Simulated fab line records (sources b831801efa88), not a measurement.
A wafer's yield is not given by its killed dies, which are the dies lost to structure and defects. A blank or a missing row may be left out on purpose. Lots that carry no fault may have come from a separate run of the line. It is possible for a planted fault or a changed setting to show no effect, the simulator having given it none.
Which tool did it? + flow sky130 + 18 wafers from 6 lots sampled at 2 of the route's 708 steps

== WHAT THE GAUGES READ, wafer by wafer ==
SKY_CAPM_RS_MEAS_03: a four-point-probe measurement.
| lot  | measured     | on           | CAPM_TIN_RS (ohm/sq) |
|------|--------------|--------------|----------------------|
| L729 | day 37 15:56 | filmMetro-04 | 6.78 6.87 6.84       |
| L731 | day 38 08:05 | filmMetro-04 | 7.06 7.00 6.99       |
| L736 | day 39 23:30 | filmMetro-04 | 6.81 6.86 6.86       |
| L743 | day 41 13:26 | filmMetro-01 | 7.82 7.68 7.79       |
| L745 | day 42 02:49 | filmMetro-01 | 7.90 7.87 7.82       |
| L748 | day 43 02:20 | filmMetro-01 | 6.93 6.80 6.85       |

== WHAT TOOL EACH LOT RAN ON (gives the tool, then ch and the chambers of the sampled wafers, and finally the start) ==
| lot  | SKY_CAPM_SPUTTER_02         |
|------|-----------------------------|
| L729 | pvdSputter-01, day 37 15:47 |
| L731 | pvdSputter-02, day 38 07:58 |
| L736 | pvdSputter-04, day 39 23:23 |
| L743 | pvdSputter-04, day 41 13:17 |
| L745 | pvdSputter-04, day 42 02:42 |
| L748 | pvdSputter-02, day 43 02:12 |
- SKY_CAPM_SPUTTER_02: material TiN, target thk 200 nm, time 166.7 s.

== THE ANSWER, worked out from the rows above alone ==
Rule: what is usual is taken from the lots themselves. The widest of any qualifying gaps counts: lots, ordered by their means at a reading, are off when they make up no more than a third of the lots, leave a main group of 4 or more, and stand apart from it by 3 or more times the standard deviation of that group's means. Not used: any main group whose means are identical at the precision the tables above print for the reading. Also off: a lot with no number at a reading for which 4 or more lots have one. Where the step has rows for the other lots, those lots are counted as sound.
Off: L743, L745, at SKY_CAPM_RS_MEAS_03 (CAPM_TIN_RS). Mean 6.89 ohm/sq and standard deviation 0.075 in the main group.
If a tool, at a process step before that reading, ran all the lots that are off and no sound lot after the first of them, it fits. Gauges at SKY_CAPM_RS_MEAS_03: tried the same way as those tools. One fits: pvdSputter-04 at SKY_CAPM_SPUTTER_02. Its last sound lot is L736 (day 39 23:23), its first lot that is off L743 (day 41 13:17): a fault that began between those two fits.

== WHAT HAD BEEN PUT IN BY THE SIMULATOR ==
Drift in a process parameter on pvdSputter-04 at SKY_CAPM_SPUTTER_02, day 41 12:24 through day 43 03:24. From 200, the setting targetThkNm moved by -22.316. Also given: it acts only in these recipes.
Struck lots among those shown: L743, L745. The rule above found the same.
